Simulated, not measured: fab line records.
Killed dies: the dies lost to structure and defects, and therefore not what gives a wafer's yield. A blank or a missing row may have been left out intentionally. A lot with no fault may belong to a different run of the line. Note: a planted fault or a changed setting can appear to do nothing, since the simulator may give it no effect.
fab line records + flow gf180mcu
record:
- lots: 14
- wafers: 42
- last-day: 34
route steps=602 shown MVSD@76 MVPSD@88 HV_LDD@226 NSD@262 M1@317
lots with no fault: from the same line, run without faults
start-h: hours from the record's first day to the start of the lot's first wafer shown + wait-h: how many hours have passed since the lot's step before this one + " unchanged from the row above + L1.1+2: a single row standing in for several wafers + - no value, or no start was given + * or withheld: withheld + < > ~ a bound
route shown NAME@n: a module of which the file shows steps, and the number in the route of the first + usual: mean/standard deviation of fault-free wafers + same: alike in all rows + chamber/n: place in a boat + sites: the reading at each site + _std_site: the standard deviation of these + _edge_site: mean of outer sites minus mean of inner sites + radius-mm: how far each site lies from the wafer's centre + mask NAME#n: copy n + behind: the tool/chamber that last shaped the wafer + hold: the reason the lot was held/the length of the hold in hours/how it ended + device: names the non-switching transistor (n, p or np) + end of line: the tests these same wafers got at the end of their route + step lacking rows: just its recipe + killed: not the wafer's yield, but the dies lost to structure and defects at the first sort + map: dies across one wafer; x = killed, . = not, _ = none there
set.NAME: the setting the step ran with; set.NAME@STEP: the setting that earlier step ran with + model.NAME: the simulator's own value behind a step, which no gauge read
one table for each step of the route and one row for each wafer, over a sample of lots
services: the hour from which a tool's chamber was out of use, counted from the record's first day as start-h (under 0 if before that day), plus the number of hours and why
== steps ==
step: GF_MVSD_STRIP_10
recipe:
- chemistry: O2/N2
- power-w: 1400
- pressure-mtorr: 1500
- platen-temp-c: 250
- o2-flow-sccm: 3000
- n2-flow-sccm: 300
- overash-fraction: 0.5
usual:
- chamber-pressure-mTorr: 1499.9/1.4
- drypump-motor-current-A: 5.5/0.59
- heater-power-w: 350/35
- o2-flow-sccm: 3001/10
- oes-product-au: 0.722/0.0046
- strip-time-to-endpoint-s: 37.00/0.083
| lot.wafer | tool            | chamber | start-h | wait-h | chamber-pressure-mTorr | drypump-motor-current-A | heater-power-w | o2-flow-sccm | oes-product-au | rf-hours-counter-h | strip-time-to-endpoint-s |
|-----------|-----------------|---------|---------|--------|------------------------|-------------------------|----------------|--------------|----------------|--------------------|--------------------------|
| L216.2    | plasma-asher-01 | 0       | 81.77   | 0.1    | 1501.0                 | 5.9                     | 382            | 2999         | 0.726          | 41                 | 37.04                    |
| L216.3    | "               | 0       | "       | "      | 1500.1                 | 5.9                     | 371            | 2999         | 0.724          | -                  | 37.01                    |
| L216.6    | "               | 0       | "       | "      | 1502.3                 | 5.9                     | 382            | 2994         | 0.718          | -                  | 37.01                    |
| L218.1    | plasma-asher-04 | 1       | 95.67   | 0.1    | 1501.3                 | 5.7                     | 416            | 3020         | 0.717          | 48                 | 36.87                    |
| L218.3    | "               | 1       | "       | "      | 1497.9                 | 5.7                     | 417            | 3014         | 0.725          | -                  | 36.87                    |
| L218.5    | "               | 0       | "       | "      | 1499.8                 | 4.6                     | 314            | 2994         | 0.723          | -                  | 36.92                    |
| L219.2    | plasma-asher-02 | 0       | 100.97  | 0.1    | 1501.2                 | 6.3                     | 339            | 3004         | 0.720          | 46                 | 37.04                    |
| L219.4    | "               | 0       | "       | "      | 1500.3                 | 6.3                     | 353            | 2999         | 0.722          | -                  | 37.10                    |
| L219.5    | "               | 0       | "       | "      | 1497.0                 | 6.3                     | 350            | 3015         | 0.724          | -                  | 36.99                    |
| L220.1    | plasma-asher-01 | 1       | 106.56  | 0.1    | 1496.8                 | 4.9                     | 337            | 2995         | 0.722          | 44                 | 36.92                    |
| L220.3    | "               | 1       | "       | "      | 1499.5                 | 4.9                     | 337            | 2990         | 0.717          | -                  | 36.97                    |
| L220.6    | "               | 1       | "       | "      | 1501.9                 | 4.9                     | 339            | 2993         | 0.729          | -                  | 36.97                    |
| L221.1    | plasma-asher-01 | 0       | 112.06  | 0.1    | 1504.6                 | 6.0                     | 370            | 2989         | 0.728          | 44                 | 37.07                    |
| L221.3    | "               | 1       | "       | "      | 1501.2                 | 4.9                     | 336            | 2988         | 0.722          | -                  | 37.09                    |
| L221.6    | "               | 0       | "       | "      | 1501.8                 | 5.9                     | 368            | 2991         | 0.724          | -                  | 37.08                    |
| L223.3    | plasma-asher-02 | 0       | 122.74  | 0.1    | -                      | -                       | -              | -            | -              | -                  | -                        |
| L223.4    | "               | 1       | "       | "      | -                      | -                       | -              | -            | -              | -                  | -                        |
| L223.6    | "               | 0       | "       | "      | -                      | -                       | -              | -            | -              | -                  | -                        |
| L224.3    | plasma-asher-04 | 0       | 128.60  | 0.1    | -                      | -                       | -              | -            | -              | -                  | -                        |
| L224.4    | "               | 1       | "       | "      | -                      | -                       | -              | -            | -              | -                  | -                        |
| L224.6    | "               | 0       | "       | "      | -                      | -                       | -              | -            | -              | -                  | -                        |
| L231.3    | plasma-asher-02 | 0       | 168.45  | 0.1    | 1500.8                 | 6.3                     | 324            | 3006         | 0.722          | -                  | 37.03                    |
| L231.5    | "               | 0       | "       | "      | 1499.5                 | 6.3                     | 323            | 3009         | 0.725          | -                  | 37.12                    |
| L231.6    | "               | 1       | "       | "      | 1500.6                 | 5.9                     | 322            | 2995         | 0.729          | -                  | 37.07                    |
| L232.1    | plasma-asher-01 | 1       | 176.11  | 0.1    | 1501.0                 | 4.9                     | 337            | 2981         | 0.723          | 52                 | 37.11                    |
| L232.2    | "               | 0       | "       | "      | 1499.6                 | 5.9                     | 383            | 3009         | 0.718          | 52                 | 36.97                    |
| L232.3    | "               | 0       | "       | "      | 1501.3                 | 5.9                     | 382            | 3008         | 0.718          | -                  | 37.15                    |
| L234.1    | plasma-asher-02 | 1       | 192.62  | 0.1    | 1501.7                 | 5.9                     | 322            | 2992         | 0.722          | 6                  | 37.07                    |
| L234.3    | "               | 0       | "       | "      | 1499.8                 | 6.3                     | 328            | 2991         | 0.724          | -                  | 37.04                    |
| L234.4    | "               | 1       | "       | "      | 1501.2                 | 5.9                     | 316            | 2999         | 0.723          | -                  | 37.02                    |
| L235.2    | plasma-asher-04 | 1       | 192.97  | 0.1    | 1499.1                 | 5.7                     | 408            | 2991         | 0.721          | 58                 | 37.05                    |
| L235.5    | "               | 1       | "       | "      | 1498.1                 | 5.7                     | 429            | 3006         | 0.721          | -                  | 37.05                    |
| L235.6    | "               | 0       | "       | "      | 1499.6                 | 4.6                     | 305            | 2984         | 0.715          | -                  | 36.95                    |
| L236.2    | plasma-asher-04 | 1       | 198.32  | 0.1    | 1503.2                 | 5.7                     | 411            | 3005         | 0.724          | 59                 | 37.07                    |
| L236.4    | "               | 0       | "       | "      | 1500.2                 | 4.6                     | 316            | 3001         | 0.733          | -                  | 37.04                    |
| L236.5    | "               | 0       | "       | "      | 1499.0                 | 4.6                     | 312            | 3007         | 0.725          | -                  | 36.98                    |
| L237.2    | plasma-asher-02 | 1       | 204.71  | 0.1    | 1500.1                 | 5.9                     | 322            | 3015         | 0.727          | 8                  | 37.19                    |
| L237.3    | "               | 1       | "       | "      | 1499.9                 | 5.9                     | 328            | 3011         | 0.714          | -                  | 37.01                    |
| L237.5    | "               | 1       | "       | "      | 1498.7                 | 5.9                     | 324            | 3013         | 0.726          | -                  | 37.05                    |
| L239.1    | plasma-asher-04 | 0       | 216.67  | 0.1    | 1501.1                 | 4.6                     | 310            | 2998         | 0.718          | 62                 | 36.99                    |
| L239.2    | "               | 1       | "       | "      | 1501.6                 | 5.7                     | 415            | 3011         | 0.729          | 62                 | 36.90                    |
| L239.3    | "               | 1       | "       | "      | 1498.6                 | 5.7                     | 420            | 3002         | 0.719          | -                  | 36.93                    |
step: GF_MVPSD_STRIP_10
recipe:
- chemistry: O2/N2
- power-w: 1400
- pressure-mtorr: 1500
- platen-temp-c: 250
- o2-flow-sccm: 3000
- n2-flow-sccm: 300
- overash-fraction: 0.5
usual:
- chamber-pressure-mTorr: 1499.8/1.3
- drypump-motor-current-A: 5.6/0.52
- heater-power-w: 330/27
- o2-flow-sccm: 3000/8.7
- oes-product-au: 0.722/0.0045
- strip-time-to-endpoint-s: 37.02/0.11
| lot.wafer | tool            | chamber | start-h | wait-h | chamber-pressure-mTorr | drypump-motor-current-A | heater-power-w | o2-flow-sccm | oes-product-au | rf-hours-counter-h | strip-time-to-endpoint-s |
|-----------|-----------------|---------|---------|--------|------------------------|-------------------------|----------------|--------------|----------------|--------------------|--------------------------|
| L216.2    | plasma-asher-02 | 0       | 96.30   | 0.1    | 1500.2                 | 6.3                     | 346            | 3011         | 0.723          | 46                 | 37.07                    |
| L216.3    | "               | 1       | "       | "      | 1498.5                 | 5.9                     | 307            | 3006         | 0.717          | -                  | 37.13                    |
| L216.6    | "               | 0       | "       | "      | 1498.6                 | 6.3                     | 341            | 3009         | 0.714          | -                  | 37.10                    |
| L218.1    | plasma-asher-03 | 1       | 109.97  | 0.1    | 1501.9                 | 5.9                     | 287            | 2995         | 0.715          | 25                 | 36.89                    |
| L218.3    | "               | 1       | "       | "      | 1500.2                 | 5.9                     | 292            | 3003         | 0.720          | -                  | 36.84                    |
| L218.5    | "               | 0       | "       | "      | 1498.5                 | 5.0                     | 345            | 2992         | 0.717          | -                  | 36.87                    |
| L219.2    | plasma-asher-03 | 0       | 115.25  | 0.1    | 1501.1                 | 4.9                     | 343            | 3000         | 0.728          | 26                 | 36.92                    |
| L219.4    | "               | 1       | "       | "      | 1498.8                 | 5.9                     | 295            | 3006         | 0.732          | -                  | 36.90                    |
| L219.5    | "               | 0       | "       | "      | 1499.1                 | 4.9                     | 346            | 2981         | 0.718          | -                  | 36.97                    |
| L220.1    | plasma-asher-02 | 1       | 121.37  | 0.1    | 1501.5                 | 5.9                     | 317            | 3012         | 0.730          | 0                  | 36.98                    |
| L220.3    | "               | 0       | "       | "      | 1499.6                 | 6.4                     | 328            | 2994         | 0.718          | -                  | 37.06                    |
| L220.6    | "               | 0       | "       | "      | 1499.8                 | 6.3                     | 326            | 3001         | 0.724          | -                  | 36.89                    |
| L221.1    | plasma-asher-02 | 0       | 127.56  | 0.1    | 1499.7                 | 6.3                     | 316            | 2987         | 0.722          | 1                  | 37.08                    |
| L221.3    | "               | 1       | "       | "      | 1501.6                 | 5.9                     | 322            | 3001         | 0.722          | -                  | 37.08                    |
| L221.6    | "               | 1       | "       | "      | 1501.5                 | 5.9                     | 317            | 2996         | 0.727          | -                  | 37.18                    |
| L223.3    | plasma-asher-03 | 0       | 137.84  | 0.1    | 1497.7                 | 5.0                     | 355            | 3019         | 0.739          | -                  | 81.16                    |
| L223.4    | "               | 1       | "       | "      | 1499.0                 | 5.9                     | 284            | 2998         | 0.734          | -                  | 80.97                    |
| L223.6    | "               | 1       | "       | "      | 1500.2                 | 5.9                     | 294            | 3007         | 0.737          | -                  | 81.02                    |
| L224.3    | plasma-asher-01 | 1       | 144.89  | 0.1    | 1501.0                 | 4.9                     | 346            | 3014         | 0.737          | -                  | 81.32                    |
| L224.4    | "               | 0       | "       | "      | 1500.5                 | 5.9                     | 365            | 2993         | 0.739          | -                  | 81.29                    |
| L224.6    | "               | 1       | "       | "      | 1501.0                 | 4.9                     | 334            | 3016         | 0.740          | -                  | 81.17                    |
| L231.3    | plasma-asher-01 | 1       | 185.06  | 0.1    | 1500.9                 | 4.9                     | 342            | 2992         | 0.720          | -                  | 37.14                    |
| L231.5    | "               | 0       | "       | "      | 1499.7                 | 5.9                     | 377            | 3003         | 0.725          | -                  | 37.10                    |
| L231.6    | "               | 1       | "       | "      | 1503.1                 | 4.9                     | 335            | 3001         | 0.717          | -                  | 37.25                    |
| L232.1    | plasma-asher-03 | 1       | 192.80  | 0.1    | 1500.4                 | 5.9                     | 295            | 2995         | 0.723          | 35                 | 37.21                    |
| L232.2    | "               | 0       | "       | "      | 1501.5                 | 5.0                     | 349            | 2996         | 0.724          | 35                 | 37.10                    |
| L232.3    | "               | 1       | "       | "      | 1501.8                 | 5.8                     | 287            | 2992         | 0.726          | -                  | 37.18                    |
| L234.1    | plasma-asher-03 | 0       | 210.06  | 0.2    | 1501.1                 | 5.0                     | 352            | 2999         | 0.730          | 37                 | 37.20                    |
| L234.3    | "               | 0       | "       | "      | 1500.5                 | 4.9                     | 339            | 3002         | 0.725          | -                  | 37.04                    |
| L234.4    | "               | 1       | "       | "      | 1499.3                 | 5.8                     | 292            | 3000         | 0.722          | -                  | 37.04                    |
| L235.2    | plasma-asher-03 | 1       | 210.51  | 0.1    | 1500.5                 | 5.8                     | 288            | 2994         | 0.726          | 37                 | 37.12                    |
| L235.5    | "               | 1       | "       | "      | 1500.0                 | 5.8                     | 288            | 2987         | 0.724          | -                  | 37.04                    |
| L235.6    | "               | 0       | "       | "      | 1498.8                 | 4.9                     | 353            | 2999         | 0.721          | -                  | 37.05                    |
| L236.2    | plasma-asher-01 | 0       | 216.46  | 0.1    | 1500.1                 | 5.9                     | 376            | 3003         | 0.727          | 54                 | 37.00                    |
| L236.4    | "               | 0       | "       | "      | 1501.6                 | 5.9                     | 375            | 2999         | 0.722          | -                  | 37.12                    |
| L236.5    | "               | 1       | "       | "      | 1501.0                 | 4.9                     | 339            | 3017         | 0.719          | -                  | 36.99                    |
| L237.2    | plasma-asher-02 | 0       | 222.66  | 0.1    | 1499.6                 | 6.3                     | 328            | 3015         | 0.723          | 9                  | 36.95                    |
| L237.3    | "               | 1       | "       | "      | 1498.1                 | 5.9                     | 312            | 3007         | 0.720          | -                  | 37.18                    |
| L237.5    | "               | 0       | "       | "      | 1498.8                 | 6.3                     | 327            | 3012         | 0.719          | -                  | 37.06                    |
| L239.1    | plasma-asher-02 | 0       | 235.16  | 0.1    | 1499.6                 | 6.3                     | 331            | 2995         | 0.718          | 11                 | 36.82                    |
| L239.2    | "               | 1       | "       | "      | 1498.5                 | 5.9                     | 327            | 2997         | 0.720          | 11                 | 36.85                    |
| L239.3    | "               | 1       | "       | "      | 1499.6                 | 5.9                     | 334            | 2992         | 0.715          | -                  | 36.78                    |
step: GF_MVPSD_TW_MEAS_11
usual:
- MVPSD_TW: 554/3.6
| lot.wafer | tool          | chamber | start-h | wait-h | MVPSD_TW |
|-----------|---------------|---------|---------|--------|----------|
| L216.2    | film-metro-01 | -       | 96.41   | 0.1    | 554      |
| L216.3    | "             | -       | "       | "      | 557      |
| L216.6    | "             | -       | "       | "      | 556      |
| L218.1    | film-metro-04 | -       | 110.07  | 0.1    | 551      |
| L218.3    | "             | -       | "       | "      | 551      |
| L218.5    | "             | -       | "       | "      | 551      |
| L219.2    | film-metro-04 | -       | 115.36  | 0.1    | 550      |
| L219.4    | "             | -       | "       | "      | 550      |
| L219.5    | "             | -       | "       | "      | 552      |
| L220.1    | film-metro-04 | -       | 121.47  | 0.1    | 550      |
| L220.3    | "             | -       | "       | "      | 549      |
| L220.6    | "             | -       | "       | "      | 548      |
| L221.1    | film-metro-01 | -       | 127.66  | 0.1    | 559      |
| L221.3    | "             | -       | "       | "      | 557      |
| L221.6    | "             | -       | "       | "      | 557      |
| L223.3    | film-metro-02 | -       | 137.92  | 0.1    | 30       |
| L223.4    | "             | -       | "       | "      | 30       |
| L223.6    | "             | -       | "       | "      | 31       |
| L224.3    | film-metro-04 | -       | 144.97  | 0.1    | 30       |
| L224.4    | "             | -       | "       | "      | 30       |
| L224.6    | "             | -       | "       | "      | 30       |
| L231.3    | film-metro-02 | -       | 185.14  | 0.1    | 559      |
| L231.5    | "             | -       | "       | "      | 558      |
| L231.6    | "             | -       | "       | "      | 558      |
| L232.1    | film-metro-02 | -       | 192.90  | 0.1    | 560      |
| L232.2    | "             | -       | "       | "      | 560      |
| L232.3    | "             | -       | "       | "      | 560      |
| L234.1    | film-metro-04 | -       | 210.16  | 0.1    | 554      |
| L234.3    | "             | -       | "       | "      | 554      |
| L234.4    | "             | -       | "       | "      | 553      |
| L235.2    | film-metro-01 | -       | 210.62  | 0.1    | 557      |
| L235.5    | "             | -       | "       | "      | 559      |
| L235.6    | "             | -       | "       | "      | 560      |
| L236.2    | film-metro-01 | -       | 216.57  | 0.1    | 557      |
| L236.4    | "             | -       | "       | "      | 560      |
| L236.5    | "             | -       | "       | "      | 558      |
| L237.2    | film-metro-01 | -       | 222.77  | 0.1    | 556      |
| L237.3    | "             | -       | "       | "      | 557      |
| L237.5    | "             | -       | "       | "      | 557      |
| L239.1    | film-metro-04 | -       | 235.26  | 0.1    | 551      |
| L239.2    | "             | -       | "       | "      | 552      |
| L239.3    | "             | -       | "       | "      | 550      |
step: GF_HV_LDD_TW_MEAS_50
usual:
- HV_LDD_4_TW: 573/3.7
| lot.wafer | tool          | chamber | start-h | wait-h | HV_LDD_4_TW |
|-----------|---------------|---------|---------|--------|-------------|
| L216.2    | film-metro-01 | -       | 272.55  | 0.1    | 572         |
| L216.3    | "             | -       | "       | "      | 577         |
| L216.6    | "             | -       | "       | "      | 578         |
| L218.1    | film-metro-02 | -       | 289.72  | 0.1    | 575         |
| L218.3    | "             | -       | "       | "      | 576         |
| L218.5    | "             | -       | "       | "      | 577         |
| L219.2    | film-metro-01 | -       | 304.49  | 0.1    | 578         |
| L219.4    | "             | -       | "       | "      | 575         |
| L219.5    | "             | -       | "       | "      | 576         |
| L220.1    | film-metro-01 | -       | 311.87  | 0.1    | 578         |
| L220.3    | "             | -       | "       | "      | 577         |
| L220.6    | "             | -       | "       | "      | 575         |
| L221.1    | film-metro-01 | -       | 315.33  | 0.1    | 579         |
| L221.3    | "             | -       | "       | "      | 573         |
| L221.6    | "             | -       | "       | "      | 571         |
| L223.3    | film-metro-02 | -       | 327.80  | 0.1    | 576         |
| L223.4    | "             | -       | "       | "      | 578         |
| L223.6    | "             | -       | "       | "      | 576         |
| L224.3    | film-metro-02 | -       | 337.59  | 0.1    | 575         |
| L224.4    | "             | -       | "       | "      | 575         |
| L224.6    | "             | -       | "       | "      | 575         |
| L231.3    | film-metro-02 | -       | 392.36  | 0.1    | 578         |
| L231.5    | "             | -       | "       | "      | 579         |
| L231.6    | "             | -       | "       | "      | 576         |
| L232.1    | film-metro-04 | -       | 404.22  | 0.1    | 570         |
| L232.2    | "             | -       | "       | "      | 569         |
| L232.3    | "             | -       | "       | "      | 569         |
| L234.1    | film-metro-04 | -       | 429.56  | 0.1    | 568         |
| L234.3    | "             | -       | "       | "      | 570         |
| L234.4    | "             | -       | "       | "      | 568         |
| L235.2    | film-metro-01 | -       | 430.40  | 0.2    | 575         |
| L235.5    | "             | -       | "       | "      | 568         |
| L235.6    | "             | -       | "       | "      | 573         |
| L236.2    | film-metro-02 | -       | 436.18  | 0.1    | 575         |
| L236.4    | "             | -       | "       | "      | 578         |
| L236.5    | "             | -       | "       | "      | 573         |
| L237.2    | film-metro-02 | -       | 442.03  | 0.1    | 574         |
| L237.3    | "             | -       | "       | "      | 574         |
| L237.5    | "             | -       | "       | "      | 573         |
| L239.1    | film-metro-01 | -       | 461.37  | 0.1    | 575         |
| L239.2    | "             | -       | "       | "      | 574         |
| L239.3    | "             | -       | "       | "      | 573         |
step: GF_PSD_RS_MEAS_14
recipe:
- thk-meas-gauge: four-point-probe
usual:
- NSD_RS: 46.24/0.083
| lot.wafer | tool          | chamber | start-h | wait-h | NSD_RS[ohm/sq] |
|-----------|---------------|---------|---------|--------|----------------|
| L216.2    | film-metro-04 | -       | 320.75  | 0.1    | 46.30          |
| L216.3    | "             | -       | "       | "      | 46.13          |
| L216.6    | "             | -       | "       | "      | 46.34          |
| L218.1    | film-metro-01 | -       | 334.12  | 0.1    | 46.12          |
| L218.3    | "             | -       | "       | "      | 46.20          |
| L218.5    | "             | -       | "       | "      | 46.11          |
| L219.2    | film-metro-01 | -       | 349.54  | 0.1    | 46.16          |
| L219.4    | "             | -       | "       | "      | 46.22          |
| L219.5    | "             | -       | "       | "      | 46.10          |
| L220.1    | film-metro-03 | -       | 359.01  | 0.1    | 46.45          |
| L220.3    | "             | -       | "       | "      | 46.38          |
| L220.6    | "             | -       | "       | "      | 46.30          |
| L221.1    | film-metro-01 | -       | 362.28  | 0.1    | 46.16          |
| L221.3    | "             | -       | "       | "      | 46.21          |
| L221.6    | "             | -       | "       | "      | 46.22          |
| L223.3    | film-metro-03 | -       | 375.00  | 0.1    | 46.22          |
| L223.4    | "             | -       | "       | "      | 46.27          |
| L223.6    | "             | -       | "       | "      | 46.29          |
| L224.3    | film-metro-01 | -       | 385.41  | 0.1    | 46.30          |
| L224.4    | "             | -       | "       | "      | 46.14          |
| L224.6    | "             | -       | "       | "      | 46.26          |
| L231.3    | film-metro-03 | -       | 445.21  | 0.1    | 46.16          |
| L231.5    | "             | -       | "       | "      | 46.15          |
| L231.6    | "             | -       | "       | "      | 46.21          |
| L232.1    | film-metro-04 | -       | 457.22  | 0.1    | 46.36          |
| L232.2    | "             | -       | "       | "      | 46.26          |
| L232.3    | "             | -       | "       | "      | 46.33          |
| L234.1    | film-metro-01 | -       | 482.33  | 0.1    | 46.20          |
| L234.3    | "             | -       | "       | "      | 46.17          |
| L234.4    | "             | -       | "       | "      | 46.12          |
| L235.2    | film-metro-03 | -       | 488.14  | 0.1    | 46.20          |
| L235.5    | "             | -       | "       | "      | 46.14          |
| L235.6    | "             | -       | "       | "      | 46.25          |
| L236.2    | film-metro-01 | -       | 488.44  | 0.1    | 46.08          |
| L236.4    | "             | -       | "       | "      | 46.26          |
| L236.5    | "             | -       | "       | "      | 46.27          |
| L237.2    | film-metro-04 | -       | 493.70  | 0.1    | 46.23          |
| L237.3    | "             | -       | "       | "      | 46.27          |
| L237.5    | "             | -       | "       | "      | 46.21          |
| L239.1    | film-metro-01 | -       | 512.86  | 0.1    | 46.26          |
| L239.2    | "             | -       | "       | "      | 46.36          |
| L239.3    | "             | -       | "       | "      | 46.36          |
step: GF_M1_SPUTTER_02
recipe:
- material: AlCu
- target-thk-nm: 450
- power-w: 10600
- time-s: 23.9
- chamber-pressure-pa: 0.4
usual:
- throttle-valve-pct: 29.9/0.91
| lot.wafer | tool           | chamber | start-h | wait-h | throttle-valve-pct |
|-----------|----------------|---------|---------|--------|--------------------|
| L216.2    | pvd-sputter-01 | -       | 366.30  | 0.0    | 30.2               |
| L216.3    | "              | -       | "       | "      | 30.9               |
| L216.6    | "              | -       | "       | "      | 30.2               |
| L218.1    | pvd-sputter-03 | -       | 380.81  | 0.0    | 29.7               |
| L218.3    | "              | -       | "       | "      | 29.5               |
| L218.5    | "              | -       | "       | "      | 30.0               |
| L219.2    | pvd-sputter-02 | -       | 398.00  | 0.0    | 30.9               |
| L219.4    | "              | -       | "       | "      | 29.2               |
| L219.5    | "              | -       | "       | "      | 30.6               |
| L220.1    | pvd-sputter-03 | -       | 408.34  | 0.0    | 31.7               |
| L220.3    | "              | -       | "       | "      | 30.5               |
| L220.6    | "              | -       | "       | "      | 29.4               |
| L221.1    | pvd-sputter-02 | -       | 410.53  | 0.0    | 30.6               |
| L221.3    | "              | -       | "       | "      | 28.3               |
| L221.6    | "              | -       | "       | "      | 27.9               |
| L223.3    | pvd-sputter-03 | -       | 424.41  | 0.0    | 30.0               |
| L223.4    | "              | -       | "       | "      | 31.8               |
| L223.6    | "              | -       | "       | "      | 29.9               |
| L224.3    | pvd-sputter-01 | -       | 435.01  | 0.0    | 30.2               |
| L224.4    | "              | -       | "       | "      | 30.9               |
| L224.6    | "              | -       | "       | "      | 30.5               |
| L231.3    | pvd-sputter-03 | -       | 496.17  | 0.0    | 30.7               |
| L231.5    | "              | -       | "       | "      | 31.6               |
| L231.6    | "              | -       | "       | "      | 29.6               |
| L232.1    | pvd-sputter-01 | -       | 507.89  | 0.0    | 30.8               |
| L232.2    | "              | -       | "       | "      | 30.2               |
| L232.3    | "              | -       | "       | "      | 29.6               |
| L234.1    | pvd-sputter-03 | -       | 532.09  | 0.0    | 31.7               |
| L234.3    | "              | -       | "       | "      | 29.2               |
| L234.4    | "              | -       | "       | "      | 29.9               |
| L235.2    | pvd-sputter-01 | -       | 537.69  | 0.0    | 30.2               |
| L235.5    | "              | -       | "       | "      | 29.8               |
| L235.6    | "              | -       | "       | "      | 30.4               |
| L236.2    | pvd-sputter-02 | -       | 538.48  | 0.0    | 29.3               |
| L236.4    | "              | -       | "       | "      | 28.3               |
| L236.5    | "              | -       | "       | "      | 29.1               |
| L237.2    | pvd-sputter-02 | -       | 543.21  | 0.0    | 29.2               |
| L237.3    | "              | -       | "       | "      | 30.7               |
| L237.5    | "              | -       | "       | "      | 28.1               |
| L239.1    | pvd-sputter-02 | -       | 562.31  | 0.0    | 29.5               |
| L239.2    | "              | -       | "       | "      | 29.4               |
| L239.3    | "              | -       | "       | "      | 30.8               |
== services ==
| tool            | chamber | start-h | hours | kind       |
|-----------------|---------|---------|-------|------------|
| pvd-sputter-02  | -       | 62.28   | 7.1   | repair     |
| pvd-sputter-01  | -       | 63.26   | 1.2   | repair     |
| plasma-asher-01 | -       | 74.25   | 1.8   | repair     |
| plasma-asher-01 | -       | 78.71   | 2.5   | repair     |
| pvd-sputter-03  | -       | 100.46  | 26.2  | repair     |
| plasma-asher-02 | -       | 108.75  | 9.0   | pm         |
| plasma-asher-02 | 0       | 108.75  | 9.0   | vent-cycle |
| plasma-asher-02 | 1       | 108.75  | 9.0   | vent-cycle |
| pvd-sputter-02  | -       | 111.49  | 0.9   | repair     |
| plasma-asher-02 | -       | 135.41  | 7.3   | repair     |
| plasma-asher-02 | -       | 142.75  | 2.8   | pm         |
| plasma-asher-03 | -       | 145.94  | 1.1   | repair     |
| plasma-asher-01 | -       | 198.46  | 15.6  | pm         |
| plasma-asher-02 | -       | 208.41  | 3.9   | pm         |
| plasma-asher-01 | -       | 218.69  | 1.0   | repair     |
| pvd-sputter-01  | -       | 238.45  | 3.7   | repair     |
| pvd-sputter-03  | -       | 314.40  | 10.5  | repair     |
| plasma-asher-02 | -       | 329.72  | 17.7  | repair     |
| plasma-asher-04 | -       | 367.78  | 1.1   | repair     |
| pvd-sputter-03  | -       | 389.09  | 3.5   | repair     |
| plasma-asher-02 | -       | 391.21  | 4.3   | pm         |
| pvd-sputter-03  | -       | 421.16  | 0.5   | repair     |
| plasma-asher-01 | -       | 421.25  | 9.0   | pm         |
| pvd-sputter-03  | -       | 425.90  | 5.0   | repair     |
== key ==
first-sign:
- step: GF_MVSD_STRIP_10
- reading: tool-record
- direction: missing
effect:
- step: GF_MVPSD_STRIP_10
- reading: strip-time-to-endpoint-s
- direction: up
- sigmas: 99+
- usual: *
- struck: *
effect:
- step: GF_MVPSD_TW_MEAS_11
- reading: MVPSD_TW
- direction: down
- sigmas: 99+
- usual: 554
- struck: 30
met-at GF_MVSD_STRIP_10
struck-lots L223,L224
sort-left-out L223.3,L223.4,L223.6,L224.3,L224.4,L224.6
tester-left-out L223,L224
not-acting-at GF_HV_LDD_TW_MEAS_50,GF_PSD_RS_MEAS_14,GF_M1_SPUTTER_02
onset-between 100.97 122.74
fault:
- kind: skipped-step-whole
- tool: plasma-asher-02,plasma-asher-04
- chamber: -
- onset-h: 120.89
- steps: GF_MVSD_STRIP_10
- scope: struck-lots-only
tester-left-out: of these lots the tester's yield and bins aren't shown, on N5 and GAA mostly nor the transistor test; their killed dies are dies lost to structure and defects alone, not to doping, threshold or leakage, so they don't give the yield
sort-left-out: the simulated sort isn't trusted on such a fault, so these wafers' sort isn't shown, and their yield isn't known
